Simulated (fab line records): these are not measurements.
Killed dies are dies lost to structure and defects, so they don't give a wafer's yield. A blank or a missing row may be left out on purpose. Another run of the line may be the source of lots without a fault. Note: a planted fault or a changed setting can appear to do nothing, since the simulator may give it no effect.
fab line records	flow sky130
record: lots: 6	wafers: 18	last-day: 50
route steps=708 shown PWDE@55 NWELL@56 VT_ADJUST_HVTP@85 PAD_OPEN@708
lots that met no fault: taken from a fault-free run of the same line
start-h: hours from the record's first day to the start of the lot's first wafer shown	wait-h: time in hours since the lot's previous step	" the same as in the row above	L1.1+2: several wafers, shown together as one row	- no value present, or no start provided	* or withheld: withheld	< > ~ a bound
route shown NAME@n: names a module that has steps shown in the file, with the first one's number in the route	usual: mean/standard deviation taken from wafers without a fault	same: alike in all rows	chamber/n: place in a boat	sites: the reading at each site	_std_site: their standard deviation	_edge_site: outer sites' mean less inner sites'	radius-mm: how far each site lies from the wafer's centre	mask NAME#n: copy n	behind: the most recent tool/chamber to have shaped the wafer	hold: cause of the lot's hold/its duration in hours/its outcome	device: transistor that didn't switch, given as n, p or np	end of line: the route-end tests of the same wafers	a step without rows: its recipe alone	killed: the dies lost at the first sort to structure and to defects; this is not the yield of the wafer	map: a wafer's dies, marking killed ones x, the rest . and places with no die _
set.NAME: the setting as run; set.NAME@STEP: as run at that earlier step	model.NAME: the simulator's own value behind a step, which no gauge read
certain route steps with their lots: each step a table, each wafer a row
services: the hour from which a tool's chamber was out of use, counted from the record's first day as start-h (under 0 if before that day), plus the number of hours and why
== steps ==
step: SKY_PWDE_TW_MEAS_10
usual: PWDE_TW: 373/7
lot.wafer	tool	chamber	start-h	wait-h	PWDE_TW
L310.1	film-metro-04	-	89.97	0.1	382
L310.4	"	-	"	"	381
L310.6	"	-	"	"	381
L313.1	film-metro-04	-	103.87	0.1	380
L313.2	"	-	"	"	378
L313.6	"	-	"	"	382
L314.1	film-metro-02	-	107.27	0.1	364
L314.2	"	-	"	"	366
L314.5	"	-	"	"	367
L316.2	film-metro-01	-	125.08	0.1	369
L316.3	"	-	"	"	368
L316.4	"	-	"	"	368
L324.1	film-metro-01	-	165.08	0.1	370
L324.3	"	-	"	"	372
L324.5	"	-	"	"	370
L326.3	film-metro-04	-	184.34	0.1	380
L326.4	"	-	"	"	380
L326.5	"	-	"	"	380
step: SKY_NWELL_DEHYDRATE_03
recipe: temp-c: 200	time-s: 60
step: SKY_NWELL_HMDS_04
recipe: prime-time-s: 60	prime-temp-c: 120
step: SKY_NWELL_COAT_05
recipe: spin-rpm: 2000	resist-thk-nm: 3000
step: SKY_NWELL_SOFTBAKE_06
recipe: temp-c: 110	time-s: withheld
step: SKY_NWELL_EXPOSE_07
recipe: mask-id: NWM	na: 0.6	source-shape: conventional	sigma-outer: 0.6	polarization: unpolarized	target-cd-nm: 840	dose-mj: 255
step: SKY_NWELL_PEB_08
recipe: temp-c: 115	time-s: withheld
step: SKY_NWELL_DEVELOP_09
recipe: wall-angle-deg: 90	developer: TMAH	develop-time-s: 60	dev-temp-c: 23
step: SKY_NWELL_OVL_MEAS_10
usual: NWELL_00_OVL: -0.1/1.4
lot.wafer	tool	chamber	start-h	wait-h	NWELL_00_OVL[nm]
L310.1	overlay-01	-	107.33	-	-0.7
L310.4	"	-	"	"	1.1
L310.6	"	-	"	"	0.8
L313.1	overlay-01	-	121.08	-	-0.1
L313.2	"	-	"	"	0.8
L313.6	"	-	"	"	-0.2
L314.1	overlay-01	-	125.78	-	-0.6
L314.2	"	-	"	"	-0.4
L314.5	"	-	"	"	-0.4
L316.2	overlay-01	-	144.09	-	-1.5
L316.3	"	-	"	"	1.3
L316.4	"	-	"	"	0.1
L324.1	overlay-02	-	186.01	-	0.3
L324.3	"	-	"	"	-0.6
L324.5	"	-	"	"	0.9
L326.3	overlay-01	-	204.39	-	-1.0
L326.4	"	-	"	"	-2.0
L326.5	"	-	"	"	-1.1
step: SKY_NWELL_IMPLANT_11
recipe: species: P	energy-kev: 400	dose-cm2: 1.9e+13	tilt-deg: withheld
step: SKY_NWELL_IMPLANT_12
recipe: species: P	energy-kev: 120	dose-cm2: 1.3e+12	tilt-deg: withheld
step: SKY_NWELL_IMPLANT_13
recipe: species: P	energy-kev: 50	dose-cm2: 7e+11	tilt-deg: withheld
step: SKY_NWELL_STRIP_14
recipe: chemistry: O2/N2	power-w: 1400	pressure-mtorr: 1500	platen-temp-c: withheld	o2-flow-sccm: 3000	n2-flow-sccm: 300	overash-fraction: 0.5
usual: drypump-motor-current-A: 5.7/0.38	o2-flow-sccm: 3000/7.5	oes-product-au: 0.722/0.0048	strip-time-to-endpoint-s: 36.91/0.11
lot.wafer	tool	chamber	start-h	wait-h	drypump-motor-current-A	o2-flow-sccm	oes-product-au	rf-hours-counter-h	strip-time-to-endpoint-s
L310.1	plasma-asher-01	0	107.82	0.1	6.4	3000	0.727	39	36.79
L310.4	"	0	"	"	6.4	2999	0.721	-	36.76
L310.6	"	0	"	"	6.3	2998	0.724	-	36.91
L313.1	plasma-asher-03	0	121.57	0.1	5.1	2996	0.714	32	36.98
L313.2	"	1	"	"	6.0	3000	0.716	32	36.97
L313.6	"	1	"	"	6.0	2997	0.724	-	36.99
L314.1	plasma-asher-02	1	126.27	0.1	5.8	3000	0.719	45	36.92
L314.2	"	0	"	"	5.6	3006	0.720	45	36.88
L314.5	"	1	"	"	5.8	3013	0.730	-	36.93
L316.2	plasma-asher-02	0	144.57	0.1	5.6	2993	0.725	47	36.89
L316.3	"	0	"	"	5.6	2999	0.720	-	36.89
L316.4	"	1	"	"	5.8	2992	0.723	-	36.86
L324.1	plasma-asher-03	0	186.50	0.1	5.1	3011	0.721	38	36.85
L324.3	"	1	"	"	6.0	3002	0.719	-	36.86
L324.5	"	0	"	"	5.1	3006	0.722	-	36.79
L326.3	plasma-asher-03	1	204.90	0.1	6.0	3000	0.720	-	36.86
L326.4	"	0	"	"	5.0	2998	0.722	-	36.89
L326.5	"	0	"	"	5.1	2998	0.723	-	36.88
step: SKY_NWELL_TW_MEAS_15
usual: NWELL_TW: 1808/31
lot.wafer	tool	chamber	start-h	wait-h	NWELL_TW
L310.1	film-metro-04	-	107.92	0.1	1854
L310.4	"	-	"	"	1849
L310.6	"	-	"	"	1849
L313.1	film-metro-01	-	121.67	0.1	1784
L313.2	"	-	"	"	1781
L313.6	"	-	"	"	1774
L314.1	film-metro-02	-	126.37	0.1	1790
L314.2	"	-	"	"	1782
L314.5	"	-	"	"	1776
L316.2	film-metro-02	-	144.68	0.1	1786
L316.3	"	-	"	"	1778
L316.4	"	-	"	"	1773
L324.1	film-metro-02	-	186.60	0.1	1780
L324.3	"	-	"	"	1784
L324.5	"	-	"	"	1782
L326.3	film-metro-04	-	204.99	0.1	1851
L326.4	"	-	"	"	1835
L326.5	"	-	"	"	1850
step: SKY_NWELL_DEHYDRATE_16
recipe: temp-c: 200	time-s: 60
step: SKY_NWELL_HMDS_17
recipe: prime-time-s: 60	prime-temp-c: 120
step: SKY_NWELL_COAT_18
recipe: spin-rpm: 2000	resist-thk-nm: 3000
step: SKY_NWELL_SOFTBAKE_19
recipe: temp-c: 110	time-s: withheld
step: SKY_NWELL_EXPOSE_20
recipe: mask-id: NWM_COMPLEMENT	na: 0.6	source-shape: conventional	sigma-outer: 0.6	polarization: unpolarized	target-cd-nm: 840	dose-mj: 260
step: SKY_NWELL_PEB_21
recipe: temp-c: 115	time-s: withheld
step: SKY_NWELL_DEVELOP_22
recipe: wall-angle-deg: 90	developer: TMAH	develop-time-s: 60	dev-temp-c: 23
step: SKY_NWELL_OVL_MEAS_23
usual: NWELL_01_OVL: 0.2/1.3
lot.wafer	tool	chamber	start-h	wait-h	NWELL_01_OVL[nm]
L310.1	overlay-02	-	126.85	-	-0.1
L310.4	"	-	"	"	1.3
L310.6	"	-	"	"	1.5
L313.1	overlay-02	-	140.83	-	-0.9
L313.2	"	-	"	"	-0.8
L313.6	"	-	"	"	-1.4
L314.1	overlay-01	-	145.60	-	2.5
L314.2	"	-	"	"	3.5
L314.5	"	-	"	"	1.6
L316.2	overlay-01	-	164.84	-	-0.9
L316.3	"	-	"	"	0.5
L316.4	"	-	"	"	1.1
L324.1	overlay-01	-	206.88	-	2.2
L324.3	"	-	"	"	-0.1
L324.5	"	-	"	"	-0.3
L326.3	overlay-01	-	225.82	-	-2.0
L326.4	"	-	"	"	-1.8
L326.5	"	-	"	"	-0.7
step: SKY_NWELL_IMPLANT_24
recipe: species: B	energy-kev: 137.3	dose-cm2: 9.2e+12	tilt-deg: withheld
step: SKY_NWELL_STRIP_25
recipe: chemistry: O2/N2	power-w: 1400	pressure-mtorr: 1500	platen-temp-c: withheld	o2-flow-sccm: 3000	n2-flow-sccm: 300	overash-fraction: 0.5
usual: drypump-motor-current-A: 5.7/0.44	o2-flow-sccm: 3002/9.1	oes-product-au: 0.722/0.0046	strip-time-to-endpoint-s: 36.85/0.13
lot.wafer	tool	chamber	start-h	wait-h	drypump-motor-current-A	o2-flow-sccm	oes-product-au	rf-hours-counter-h	strip-time-to-endpoint-s
L310.1	plasma-asher-03	1	127.04	0.1	6.0	3006	0.718	32	36.97
L310.4	"	0	"	"	5.1	3005	0.724	-	36.95
L310.6	"	1	"	"	6.0	3006	0.719	-	37.01
L313.1	plasma-asher-01	0	141.02	0.1	6.3	3003	0.717	42	37.10
L313.2	"	1	"	"	5.4	2996	0.715	42	36.96
L313.6	"	1	"	"	5.4	2999	0.720	-	36.99
L314.1	plasma-asher-01	1	145.79	0.1	5.4	2998	0.723	43	36.90
L314.2	"	0	"	"	6.4	3010	0.720	43	36.80
L314.5	"	0	"	"	6.3	3003	0.718	-	36.83
L316.2	plasma-asher-02	1	165.02	0.1	5.8	2993	0.715	49	36.97
L316.3	"	1	"	"	5.8	3004	0.719	-	36.81
L316.4	"	0	"	"	5.6	3005	0.721	-	37.09
L324.1	plasma-asher-03	1	207.07	0.1	6.0	3007	0.717	41	36.80
L324.3	"	0	"	"	5.1	2993	0.717	-	37.02
L324.5	"	0	"	"	5.1	2988	0.716	-	36.84
L326.3	plasma-asher-02	1	226.02	0.1	5.8	3003	0.728	-	37.13
L326.4	"	0	"	"	5.6	3015	0.722	-	37.07
L326.5	"	0	"	"	5.6	3014	0.721	-	37.06
step: SKY_NWELL_TW_MEAS_26
usual: NWELL_2_TW: 494/9.5
lot.wafer	tool	chamber	start-h	wait-h	NWELL_2_TW
L310.1	film-metro-02	-	127.14	0.1	485
L310.4	"	-	"	"	484
L310.6	"	-	"	"	482
L313.1	film-metro-01	-	141.12	0.1	485
L313.2	"	-	"	"	488
L313.6	"	-	"	"	488
L314.1	film-metro-01	-	145.89	0.1	490
L314.2	"	-	"	"	491
L314.5	"	-	"	"	494
L316.2	film-metro-04	-	165.13	0.1	506
L316.3	"	-	"	"	507
L316.4	"	-	"	"	507
L324.1	film-metro-04	-	207.17	0.1	503
L324.3	"	-	"	"	503
L324.5	"	-	"	"	504
L326.3	film-metro-02	-	226.11	0.1	485
L326.4	"	-	"	"	484
L326.5	"	-	"	"	484
step: SKY_NWELL_CLEAN_27
recipe: chemistry: SC1/SC2	mix: 1:4:20	temp-c: 70	time-s: 150	dry: n2-spin
step: SKY_NWELL_RTA_28
recipe: temp-c: 1050	time-s: 30	idle-temp-c: 650	ramp-up-c-per-s: 150	ramp-down-c-per-s: 90	ambient: N2
usual: lamp-power-pct: 25.31/0.053	ramp-down-c-per-s: 89.999/0.019	wafer_temp_C_max: 1054.7/0.84
lot.wafer	tool	chamber	start-h	wait-h	lamp-power-pct	ramp-down-c-per-s	wafer_temp_C_max
L310.1	rtp-anneal-02	0	127.25	0.0	25.24	90.034	1056.5
L310.4	"	0	"	"	25.29	89.975	1053.4
L310.6	"	0	"	"	25.29	90.014	1056.1
L313.1	rtp-anneal-01	0	141.23	0.0	25.34	89.980	1055.9
L313.2	"	0	"	"	25.42	90.029	1056.5
L313.6	"	0	"	"	25.26	89.996	1053.5
L314.1	rtp-anneal-02	0	146.00	0.0	25.25	89.983	1054.2
L314.2	"	0	"	"	25.33	90.010	1054.2
L314.5	"	0	"	"	25.33	89.992	1054.8
L316.2	rtp-anneal-02	0	165.26	0.0	25.30	89.984	1054.3
L316.3	"	0	"	"	25.24	89.991	1055.1
L316.4	"	0	"	"	25.35	89.992	1054.5
L324.1	rtp-anneal-01	0	207.28	0.0	25.32	89.996	1055.4
L324.3	"	0	"	"	25.34	90.000	1053.7
L324.5	"	0	"	"	25.35	90.004	1054.2
L326.3	rtp-anneal-01	0	226.23	0.0	25.26	90.010	1055.6
L326.4	"	0	"	"	25.39	90.012	1053.9
L326.5	"	0	"	"	25.23	89.993	1055.9
step: SKY_NWELL_RS_MEAS_29
recipe: thk-meas-gauge: four-point-probe
usual: NWELL_RS: 624.4/1.5
lot.wafer	tool	chamber	start-h	wait-h	NWELL_RS[ohm/sq]
L310.1	film-metro-04	-	127.35	0.1	627.0
L310.4	"	-	"	"	627.1
L310.6	"	-	"	"	628.5
L313.1	film-metro-02	-	141.33	0.1	625.1
L313.2	"	-	"	"	623.5
L313.6	"	-	"	"	622.7
L314.1	film-metro-04	-	146.20	0.2	624.3
L314.2	"	-	"	"	624.5
L314.5	"	-	"	"	623.5
L316.2	film-metro-02	-	165.45	0.2	625.9
L316.3	"	-	"	"	623.6
L316.4	"	-	"	"	626.0
L324.1	film-metro-02	-	207.38	0.1	622.4
L324.3	"	-	"	"	623.4
L324.5	"	-	"	"	622.9
L326.3	film-metro-04	-	226.34	0.1	624.6
L326.4	"	-	"	"	625.4
L326.5	"	-	"	"	625.9
step: SKY_NWELL_RS_MEAS_31
recipe: thk-meas-gauge: four-point-probe
usual: PWDE_RS: 5270/16
lot.wafer	tool	chamber	start-h	wait-h	PWDE_RS[ohm/sq]
L310.1	film-metro-04	-	127.59	0.1	5272
L310.4	"	-	"	"	5269
L310.6	"	-	"	"	5266
L313.1	film-metro-02	-	141.57	0.1	5241
L313.2	"	-	"	"	5249
L313.6	"	-	"	"	5264
L314.1	film-metro-04	-	146.44	0.1	5272
L314.2	"	-	"	"	5262
L314.5	"	-	"	"	5262
L316.2	film-metro-02	-	165.69	0.1	5265
L316.3	"	-	"	"	5254
L316.4	"	-	"	"	5262
L324.1	film-metro-02	-	207.62	0.1	5290
L324.3	"	-	"	"	5279
L324.5	"	-	"	"	5300
L326.3	film-metro-04	-	226.58	0.1	5243
L326.4	"	-	"	"	5259
L326.5	"	-	"	"	5268
step: SKY_VT_ADJUST_HVTP_DEHYDRATE_00
recipe: temp-c: 200	time-s: 60
step: SKY_VT_ADJUST_HVTP_HMDS_01
recipe: prime-time-s: 60	prime-temp-c: 120
step: SKY_VT_ADJUST_HVTP_COAT_02
recipe: resist: NOVOLAK	spin-rpm: 3000	resist-thk-nm: 1140
step: SKY_VT_ADJUST_HVTP_SOFTBAKE_03
recipe: temp-c: 90	time-s: 60	resist: NOVOLAK
step: SKY_VT_ADJUST_HVTP_EXPOSE_04
recipe: mask-id: HVTPM	na: 0.6	source-shape: conventional	sigma-outer: 0.6	polarization: unpolarized	target-cd-nm: 380	dose-mj: 140
step: SKY_VT_ADJUST_HVTP_PEB_05
recipe: temp-c: withheld	time-s: *	resist: NOVOLAK
step: SKY_VT_ADJUST_HVTP_DEVELOP_06
recipe: resist: NOVOLAK	developer: TMAH	develop-time-s: 60	dev-temp-c: 23
step: SKY_VT_ADJUST_HVTP_CD_MEAS_07
recipe: target-cd-nm: 380
usual: cd-nm: 380.4/2.5
lot.wafer	tool	chamber	start-h	wait-h	cd-nm
L310.1	cd-sem-01	-	146.15	0.1	380.6
L310.4	"	-	"	"	378.3
L310.6	"	-	"	"	382.0
L313.1	cd-sem-02	-	161.40	0.1	377.2
L313.2	"	-	"	"	378.2
L313.6	"	-	"	"	379.1
L314.1	cd-sem-02	-	166.95	0.1	383.5
L314.2	"	-	"	"	382.3
L314.5	"	-	"	"	382.1
L316.2	cd-sem-01	-	186.17	0.1	382.7
L316.3	"	-	"	"	380.1
L316.4	"	-	"	"	381.4
L324.1	cd-sem-01	-	228.20	0.1	381.9
L324.3	"	-	"	"	379.4
L324.5	"	-	"	"	380.2
L326.3	cd-sem-02	-	249.19	0.1	378.0
L326.4	"	-	"	"	375.7
L326.5	"	-	"	"	374.3
step: SKY_VT_ADJUST_HVTP_OVL_MEAS_08
usual: VT_ADJUST_HVTP_OVL: 0.0/1.2
lot.wafer	tool	chamber	start-h	wait-h	VT_ADJUST_HVTP_OVL[nm]
L310.1	overlay-01	-	146.27	0.1	-0.4
L310.4	"	-	"	"	-1.9
L310.6	"	-	"	"	1.2
L313.1	overlay-01	-	161.52	0.1	2.8
L313.2	"	-	"	"	1.2
L313.6	"	-	"	"	-0.7
L314.1	overlay-02	-	167.07	0.1	-0.1
L314.2	"	-	"	"	0.3
L314.5	"	-	"	"	1.1
L316.2	overlay-02	-	186.27	0.1	-2.6
L316.3	"	-	"	"	-1.9
L316.4	"	-	"	"	-1.2
L324.1	overlay-01	-	228.32	0.1	-1.2
L324.3	"	-	"	"	0.5
L324.5	"	-	"	"	-0.3
L326.3	overlay-02	-	249.29	0.1	0.8
L326.4	"	-	"	"	-0.7
L326.5	"	-	"	"	1.6
step: SKY_VT_ADJUST_HVTP_IMPLANT_09
recipe: species: As	energy-kev: 150	dose-cm2: 4.3e+12	tilt-deg: withheld
step: SKY_VT_ADJUST_HVTP_STRIP_10
recipe: chemistry: O2/N2	power-w: 1400	pressure-mtorr: 1500	platen-temp-c: withheld	o2-flow-sccm: 3000	n2-flow-sccm: 300	overash-fraction: 0.5
usual: drypump-motor-current-A: 5.8/0.34	o2-flow-sccm: 3002/9.6	oes-product-au: 0.716/0.0047	strip-time-to-endpoint-s: 14.19/0.036
lot.wafer	tool	chamber	start-h	wait-h	drypump-motor-current-A	o2-flow-sccm	oes-product-au	rf-hours-counter-h	strip-time-to-endpoint-s
L310.1	plasma-asher-01	1	146.45	0.1	5.4	2991	0.722	43	14.12
L310.4	"	0	"	"	6.3	3004	0.718	-	14.14
L310.6	"	0	"	"	6.4	2987	0.708	-	14.15
L313.1	plasma-asher-01	0	161.71	0.1	6.4	2988	0.718	44	14.21
L313.2	"	1	"	"	5.4	3005	0.716	44	14.18
L313.6	"	0	"	"	6.4	2997	0.716	-	14.22
L314.1	plasma-asher-01	0	167.25	0.1	6.4	3003	0.712	45	14.17
L314.2	"	1	"	"	5.4	3008	0.706	45	14.22
L314.5	"	1	"	"	5.4	3007	0.717	-	14.19
L316.2	plasma-asher-02	0	186.45	0.1	5.6	3053	0.714	51	14.17
L316.3	"	1	"	"	5.7	3027	0.720	-	14.19
L316.4	"	0	"	"	5.6	2992	0.716	-	14.17
L324.1	plasma-asher-02	0	228.50	0.1	5.6	2990	0.713	57	14.23
L324.3	"	0	"	"	5.6	3000	0.720	-	14.21
L324.5	"	0	"	"	5.6	2996	0.723	-	14.26
L326.3	plasma-asher-04	1	249.49	0.1	5.6	2989	0.718	-	14.14
L326.4	"	0	"	"	6.0	3006	0.714	-	14.14
L326.5	"	0	"	"	6.0	3003	0.712	-	14.20
step: SKY_VT_ADJUST_HVTP_TW_MEAS_11
usual: VT_ADJUST_HVTP_TW: 1359/23
lot.wafer	tool	chamber	start-h	wait-h	VT_ADJUST_HVTP_TW
L310.1	film-metro-01	-	146.55	0.1	1339
L310.4	"	-	"	"	1347
L310.6	"	-	"	"	1356
L313.1	film-metro-04	-	161.81	0.1	1378
L313.2	"	-	"	"	1390
L313.6	"	-	"	"	1381
L314.1	film-metro-03	-	167.35	0.1	1376
L314.2	"	-	"	"	1376
L314.5	"	-	"	"	1376
L316.2	film-metro-01	-	186.56	0.1	1336
L316.3	"	-	"	"	1334
L316.4	"	-	"	"	1331
L324.1	film-metro-04	-	228.60	0.1	1382
L324.3	"	-	"	"	1377
L324.5	"	-	"	"	1375
L326.3	film-metro-01	-	249.58	0.1	1330
L326.4	"	-	"	"	1327
L326.5	"	-	"	"	1340
step: SKY_PAD_OPEN_PROBE_99
usual: killed_at_M0_to_M3: 43/7.5	killed_at_M4_up: 3.2/1.9	killed-at-contacts: 24/4.9	killed-at-front-end: 15/4.3	killed-at-other: 0.4/0.72	killed-dies: 86/9.1	killed-open: 47/6.5	killed-short: 39/6.5
same: gross-dies: 492	killed-at-back-side: 0
lot.wafer	tool	chamber	start-h	wait-h	killed_at_M0_to_M3	killed_at_M4_up	killed-at-contacts	killed-at-front-end	killed-at-other	killed-dies	killed-open	killed-short
L324.1	prober-01	-	1184.15	0.1	37	1	35	50	0	123	53	41
L324.3	prober-01	-	1184.25	0.2	40	6	36	15	0	97	51	45
L324.5	prober-01	-	1184.35	0.2	45	7	20	52	1	125	39	48
L326.4	prober-02	-	1192.76	0.2	35	4	17	45	0	101	44	29
L326.5	prober-02	-	1192.81	0.2	34	3	18	42	0	97	38	28
killed by level:class
L324.1 NWELL:unspecified=29 LI_CONTACT:geometric-particle:open=12 CONTACT:geometric-particle:open=10 FIELD_ISO:geometric-particle:open=9 METAL2:geometric-particle:short=8 VIA2:geometric-particle:open=7 LOCAL_INTERCONNECT:geometric-particle:short=6 CONTACT:geometric-particle:short=4
L324.3 CONTACT:geometric-particle:open=15 LI_CONTACT:geometric-particle:open=7 METAL2:geometric-particle:short=7 LOCAL_INTERCONNECT:geometric-particle:short=6 VIA1:geometric-particle:short=6 VIA2:geometric-particle:open=5 POLY_GATE:geometric-particle:open=4 METAL2:geometric-particle:open=4
L324.5 NWELL:unspecified=33 METAL1:geometric-particle:short=7 FIELD_ISO:geometric-particle:short=6 VIA2:geometric-particle:open=6 FIELD_ISO:geometric-particle:open=5 CONTACT:geometric-particle:short=5 VIA1:geometric-particle:open=5 VIA3:geometric-particle:open=5
L326.4 NWELL:unspecified=28 VIA1:geometric-particle:open=10 POLY_GATE:geometric-particle:open=8 VIA1:geometric-particle:short=6 CONTACT:geometric-particle:short=5 FIELD_ISO:geometric-particle:open=4 LI_CONTACT:geometric-particle:open=4 CONTACT:geometric-particle:open=4
L326.5 NWELL:unspecified=31 CONTACT:geometric-particle:open=6 VIA1:geometric-particle:open=6 VIA2:geometric-particle:short=6 VIA3:geometric-particle:open=6 LI_CONTACT:geometric-particle:open=5 METAL3:geometric-particle:short=5 POLY_GATE:geometric-particle:open=4
map L324.5 (x killed, . not)
__________x.x...x..._________
________...xxx........_______
______.x..xxx.x....x...._____
_____xx..........x.......____
____...x..x.....x.xx..x...___
___.x......xxx.........x...__
__......x.............x..x.._
_x....x...x..................
_..x..xxxx...............x...
_..x...........x.xx..........
_........................x...
_.........x...x..x..x...x...x
_xx.xx.......x......x..x.x.xx
_....xx.x......x..x......x..x
_...x.x........x............x
__...x.x......x....x...x..x._
___.xx......x.x....x.x..x..__
____xxxxxx.x.x.....x....x.___
_____xxxxxxx....x........____
______xxxxxxx...x.x....._____
________xxxxxx..x.xx.._______
__________xxx.x..xx._________
map L326.4 (x killed, . not)
__________...x......_________
________.x.........xx._______
______......x..........._____
_____..x.............x...____
____............x....x....___
___.....x.x................__
__....xx.......x........x.xx_
_...........x..x.xx.......x.x
_......xx...x...xx.x..x..x...
_...x..x........x............
_..........x................x
_....................x.......
_.x....x...x.......x..xxxxx..
_......x..x.x...........x..xx
_.....x...x....x.........x...
__.....................x...._
___......xx...........x....__
____.xxxxxxxxx...........x___
_____xxxxx.x.........x...____
______xxxxxxxx..x...xx.._____
________xxxxxxx.x.x..._______
__________xx....x.x._________
== services ==
tool	chamber	start-h	hours	kind
plasma-asher-03	-	90.71	2.8	pm
plasma-asher-04	-	108.75	9.0	pm
plasma-asher-04	0	108.75	9.0	vent-cycle
plasma-asher-04	1	108.75	9.0	vent-cycle
plasma-asher-03	-	115.91	0.9	repair
plasma-asher-04	0	117.75	-	clean
plasma-asher-04	1	117.75	-	clean
rtp-anneal-01	-	158.33	4.3	pm
plasma-asher-04	-	187.45	57.9	repair
plasma-asher-01	-	206.61	5.0	repair
== key ==
first-sign: step: SKY_PAD_OPEN_PROBE_99	reading: killed-at-front-end	direction: up	sigmas: 7.4	usual: 15	struck: 47
effect: step: SKY_PAD_OPEN_PROBE_99	reading: killed-dies	direction: up	sigmas: 2.7	usual: 86	struck: 112
met-at SKY_NWELL_STRIP_14
struck-wafers L324.1,L324.5,L326.4,L326.5
tester-left-out L324,L326
onset-between 121.57 186.50
fault: kind: chamber-particle-source	tool: plasma-asher-03	chamber: 0	onset-h: 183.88	steps: SKY_NWELL_STRIP_14	rate-per-visit-cm2: 1.0888	end-h: 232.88
tester-left-out: of these lots the tester's yield and bins aren't shown, on N5 and GAA mostly nor the transistor test; their killed dies are dies lost to structure and defects alone, not to doping, threshold or leakage, so they don't give the yield
